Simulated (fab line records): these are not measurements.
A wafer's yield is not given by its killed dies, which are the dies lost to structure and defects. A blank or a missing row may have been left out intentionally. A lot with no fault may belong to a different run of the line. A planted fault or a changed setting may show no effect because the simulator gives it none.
Which tool did it? | flow sky130 | Sampling: 13 lots, 39 wafers, 6 of 708 route steps

## WHAT THE GAUGES SHOWED, per wafer
SKY_FIELD_ISO_THK_MEAS_25. Usual: FIELD_ISO_CVD_24_THK gives 596 nm (standard deviation 6.4).
lot  | measured    | on            | FIELD_ISO_CVD_24_THK (nm) | flag
L618 | day 2 07:50 | film_metro-03 | 596 585 592               |
L619 | day 2 13:08 | film_metro-04 | 586 596 592               |
L620 | day 2 18:47 | film_metro-04 | 597 593 594               |
L621 | day 2 23:56 | film_metro-02 | 600 607 608               |
L622 | day 3 06:00 | film_metro-02 | 599 598 601               |
L625 | day 3 18:49 | film_metro-03 | 589 592 594               |
L626 | day 4 03:37 | film_metro-03 | 608 602 605               |
L628 | day 4 13:19 | film_metro-02 | 594 601 592               |
L630 | day 5 00:22 | film_metro-02 | 604 594 598               |
L632 | day 5 09:07 | film_metro-04 | 599 605 598               |
L637 | day 6 11:47 | film_metro-02 | 603 594 593               |
L639 | day 6 18:47 | film_metro-03 | 603 590 594               |
L640 | day 7 01:56 | film_metro-02 | 596 596 591               |

SKY_NWELL_OVL_MEAS_10. Usual: NWELL_00_OVL gives -0.5 nm (standard deviation 1.3).
lot  | measured    | on         | NWELL_00_OVL (nm) | flag
L618 | day 4 11:50 | overlay-02 | -1.8 -1.7 -1.7    |
L619 | day 4 19:56 | overlay-02 | -1.0 -0.9 0.6     |
L620 | day 4 23:32 | overlay-02 | -0.4 -2.1 -0.3    |
L621 | day 5 08:11 | overlay-01 | 2.4 -1.2 0.9      |
L622 | day 5 14:20 | overlay-01 | 0.4 -1.0 -1.0     |
L625 | day 6 04:25 | overlay-02 | -2.4 -2.1 -0.7    |
L626 | day 6 17:40 | overlay-01 | -1.1 0.6 1.3      |
L628 | day 7 02:27 | overlay-01 | 0.2 0.9 2.3       |
L630 | day 7 12:47 | overlay-01 | 0.3 -0.2 0.4      |
L632 | day 7 23:24 | overlay-02 | -2.7 -0.8 -2.5    |
L637 | day 9 04:25 | overlay-02 | -2.0 -2.1 -4.1    |
L639 | day 9 12:20 | overlay-01 | 1.1 -1.1 0.8      |
L640 | day 9 22:07 | overlay-01 | -0.5 0.6 -0.5     |

SKY_VT_ADJUST_LVTN_TW_MEAS_21. Usual: VT_ADJUST_LVTN_2_TW gives 188.1 (standard deviation 1.9).
lot  | measured     | on            | VT_ADJUST_LVTN_2_TW | flag
L618 | day 7 14:17  | film_metro-01 | 186.7 186.2 185.9   |
L619 | day 8 00:45  | film_metro-03 | 187.2 187.1 188.6   |
L620 | day 8 06:16  | film_metro-03 | 186.6 187.5 187.6   |
L621 | day 8 14:38  | film_metro-03 | 188.2 186.3 187.0   |
L622 | day 8 22:55  | film_metro-03 | 187.2 186.7 187.6   |
L625 | day 9 14:01  | film_metro-03 | 188.5 187.9 188.7   |
L626 | day 10 06:57 | film_metro-02 | 190.8 190.9 191.5   |
L628 | day 10 15:40 | film_metro-02 | 192.0 190.6 190.7   |
L630 | day 11 04:41 | film_metro-03 | 30.1 30.2 29.9      | OFF
L632 | day 11 17:12 | film_metro-02 | 189.7 190.0 190.0   |
L637 | day 13 14:47 | film_metro-01 | 185.0 184.2 186.0   |
L639 | day 13 12:33 | film_metro-03 | 187.7 188.2 187.4   |
L640 | day 13 21:54 | film_metro-01 | 185.6 186.3 185.0   |

## WHAT TOOL EACH LOT RAN ON (gives the tool, then ch and the chambers of the sampled wafers, and finally the start)
lot  | SKY_FIELD_ISO_ETCH_17           | SKY_VT_ADJUST_LVTN_STRIP_09          | SKY_VT_ADJUST_LVTN_STRIP_20
L618 | rie_si-02 ch 0,2,3, day 2 06:11 | plasma_asher-02 ch 0,1, day 6 18:42  | plasma_asher-02 ch 0,1, day 7 14:11
L619 | rie_si-02 ch 0,2, day 2 10:08   | plasma_asher-04 ch 0,1, day 7 04:34  | plasma_asher-04 ch 0,1, day 8 00:39
L620 | rie_si-01 ch 0,1,3, day 2 15:49 | plasma_asher-03 ch 0,1, day 7 09:41  | plasma_asher-04 ch 0,1, day 8 06:10
L621 | rie_si-01 ch 0,1,3, day 2 21:35 | plasma_asher-04 ch 0,1, day 7 17:54  | plasma_asher-02 ch 0,1, day 8 14:32
L622 | rie_si-02 ch 0,2,3, day 3 01:50 | plasma_asher-04 ch 0,1, day 8 02:30  | plasma_asher-04 ch 0,1, day 8 22:49
L625 | rie_si-02 ch 2,3, day 3 16:49   | plasma_asher-04 ch 0,1, day 8 17:08  | plasma_asher-03 ch 0,1, day 9 13:55
L626 | rie_si-02 ch 2,3, day 4 00:20   | plasma_asher-02 ch 0, day 9 08:30    | plasma_asher-04 ch 0,1, day 10 06:51
L628 | rie_si-02 ch 1,3, day 4 09:14   | plasma_asher-04 ch 0,1, day 9 16:44  | plasma_asher-04 ch 0,1, day 10 15:35
L630 | rie_si-02 ch 0,1,2, day 4 21:32 | plasma_asher-04 ch 0,1, day 10 05:49 | plasma_asher-03 ch 0,1, day 11 04:35
L632 | rie_si-01 ch 0,1,2, day 5 07:17 | plasma_asher-02 ch 0,1, day 10 17:25 | plasma_asher-03 ch 0,1, day 11 17:07
L637 | rie_si-01 ch 0,1,3, day 6 07:08 | plasma_asher-03 ch 0,1, day 12 12:57 | plasma_asher-04 ch 0,1, day 13 14:41
L639 | rie_si-01 ch 0,1,2, day 6 16:52 | plasma_asher-02 ch 0,1, day 12 11:12 | plasma_asher-03 ch 0,1, day 13 12:27
L640 | rie_si-02 ch 1,2,3, day 7 00:13 | plasma_asher-04 ch 0,1, day 12 21:03 | plasma_asher-02 ch 0,1, day 13 21:48
- SKY_FIELD_ISO_ETCH_17: etches Si in HBr/Cl2/O2, target depth 342 nm, time 97.7 s.
- SKY_VT_ADJUST_LVTN_STRIP_09: strips in O2/N2.
- SKY_VT_ADJUST_LVTN_STRIP_20: strips in O2/N2.

## AS READ BY THE TOOLS THEMSELVES (means over the sampled wafers that have a number; for cases with no such wafer, the mark the record gives instead)
SKY_FIELD_ISO_ETCH_17. Usual: O2_flow_sccm 6.002 sccm, standard deviation 0.02; drypump_motor_current_A 5.7 A, standard deviation 0.45; oes_product_au 1.001 a.u., standard deviation 0.008; rf_fwd_power_W 596.4 W, standard deviation 2; throttle_valve_pct 25.655 %, standard deviation 0.01.
lot  | tool      | O2_flow_sccm (sccm) | drypump_motor_current_A (A) | oes_product_au (a.u.) | rf_fwd_power_W (W) | throttle_valve_pct (%) | flag
L618 | rie_si-02 | 6.005               | 5.9                         | 1.000                 | 597.5              | 25.663                 |
L619 | rie_si-02 | 6.025               | 6.0                         | 0.997                 | 596.0              | 25.651                 |
L620 | rie_si-01 | 6.002               | 5.8                         | 1.000                 | 597.3              | 25.656                 |
L621 | rie_si-01 | 5.997               | 5.9                         | 1.005                 | 596.4              | 25.648                 |
L622 | rie_si-02 | 6.009               | 5.9                         | 1.006                 | 595.7              | 25.656                 |
L625 | rie_si-02 | 5.980               | 5.9                         | 1.006                 | 598.0              | 25.655                 |
L626 | rie_si-02 | 6.010               | 5.8                         | 1.003                 | 594.6              | 25.656                 |
L628 | rie_si-02 | 6.033               | 5.1                         | 1.008                 | 597.0              | 25.645                 |
L630 | rie_si-02 | 5.995               | 5.6                         | 1.003                 | 596.0              | 25.651                 |
L632 | rie_si-01 | 6.000               | 5.9                         | 0.997                 | 596.1              | 25.667                 |
L637 | rie_si-01 | 5.989               | 5.9                         | 1.000                 | 597.1              | 25.649                 |
L639 | rie_si-01 | 5.993               | 5.9                         | 1.002                 | 597.3              | 25.657                 |
L640 | rie_si-02 | 5.996               | 5.5                         | 1.002                 | 595.5              | 25.649                 |

SKY_VT_ADJUST_LVTN_STRIP_09. Usual: drypump_motor_current_A 5.8 A, standard deviation 0.35; oes_product_au 0.723 a.u., standard deviation 0.0048; strip_time_to_endpoint_s 36.95 s, standard deviation 0.093.
lot  | tool            | drypump_motor_current_A (A) | oes_product_au (a.u.) | strip_time_to_endpoint_s (s) | flag
L618 | plasma_asher-02 | 5.1                         | 0.718                 | 36.92                        |
L619 | plasma_asher-04 | 5.9                         | 0.717                 | 36.95                        |
L620 | plasma_asher-03 | 5.8                         | 0.720                 | 36.95                        |
L621 | plasma_asher-04 | 6.0                         | 0.724                 | 36.94                        |
L622 | plasma_asher-04 | 5.9                         | 0.725                 | 37.03                        |
L625 | plasma_asher-04 | 5.9                         | 0.723                 | 37.08                        |
L626 | plasma_asher-02 | 4.8                         | 0.724                 | 36.98                        |
L628 | plasma_asher-04 | 6.0                         | 0.720                 | 36.99                        |
L630 | plasma_asher-04 | 6.0                         | 0.874                 | -                            | OFF
L632 | plasma_asher-02 | 5.5                         | 0.720                 | 37.01                        |
L637 | plasma_asher-03 | 6.0                         | 0.723                 | 36.94                        |
L639 | plasma_asher-02 | 5.5                         | 0.721                 | 36.88                        |
L640 | plasma_asher-04 | 6.0                         | 0.723                 | 36.86                        |

SKY_VT_ADJUST_LVTN_STRIP_20. Usual: drypump_motor_current_A 5.7 A, standard deviation 0.44; oes_product_au 0.716 a.u., standard deviation 0.0047; strip_time_to_endpoint_s 14.20 s, standard deviation 0.043.
lot  | tool            | drypump_motor_current_A (A) | oes_product_au (a.u.) | strip_time_to_endpoint_s (s) | flag
L618 | plasma_asher-02 | 5.1                         | 0.718                 | 14.18                        |
L619 | plasma_asher-04 | 5.9                         | 0.712                 | 14.21                        |
L620 | plasma_asher-04 | 6.0                         | 0.717                 | 14.19                        |
L621 | plasma_asher-02 | 5.1                         | 0.715                 | 14.25                        |
L622 | plasma_asher-04 | 6.0                         | 0.718                 | 14.23                        |
L625 | plasma_asher-03 | 5.8                         | 0.708                 | 14.19                        |
L626 | plasma_asher-04 | 5.9                         | 0.718                 | 14.26                        |
L628 | plasma_asher-04 | 6.0                         | 0.714                 | 14.18                        |
L630 | plasma_asher-03 | 6.0                         | 0.726                 | 50.61                        | OFF
L632 | plasma_asher-03 | 5.8                         | 0.721                 | 14.17                        |
L637 | plasma_asher-04 | 6.0                         | 0.718                 | 14.13                        |
L639 | plasma_asher-03 | 6.0                         | 0.717                 | 14.18                        |
L640 | plasma_asher-02 | 5.1                         | 0.716                 | 14.19                        |

## THE ANSWER, worked out from the rows above alone
Rule: a lot is off if the mean of its wafers that have a number lies more than 3 standard deviations from the usual mean. Also off: a lot with no number at a reading for which 4 or more lots have one. The other lots that the step has rows for count as sound. After the gauges, taken in route order, come the tools' own readings; for these a lot's mean is taken, as printed above. At the first step where some lot is off, the reading lying furthest off is the one used; lots without a number count as furthest.
Off: at SKY_VT_ADJUST_LVTN_TW_MEAS_21 (VT_ADJUST_LVTN_2_TW), L630.
If a tool, at a process step before that reading, ran all the lots that are off and no sound lot after the first of them, it fits. Not tried: the gauges at SKY_VT_ADJUST_LVTN_TW_MEAS_21; whatever is off there is also off at SKY_VT_ADJUST_LVTN_STRIP_09, on other tools, and gauge error can't account for it. None of those tried fits.

## WHAT THE SIMULATOR HAD PUT IN
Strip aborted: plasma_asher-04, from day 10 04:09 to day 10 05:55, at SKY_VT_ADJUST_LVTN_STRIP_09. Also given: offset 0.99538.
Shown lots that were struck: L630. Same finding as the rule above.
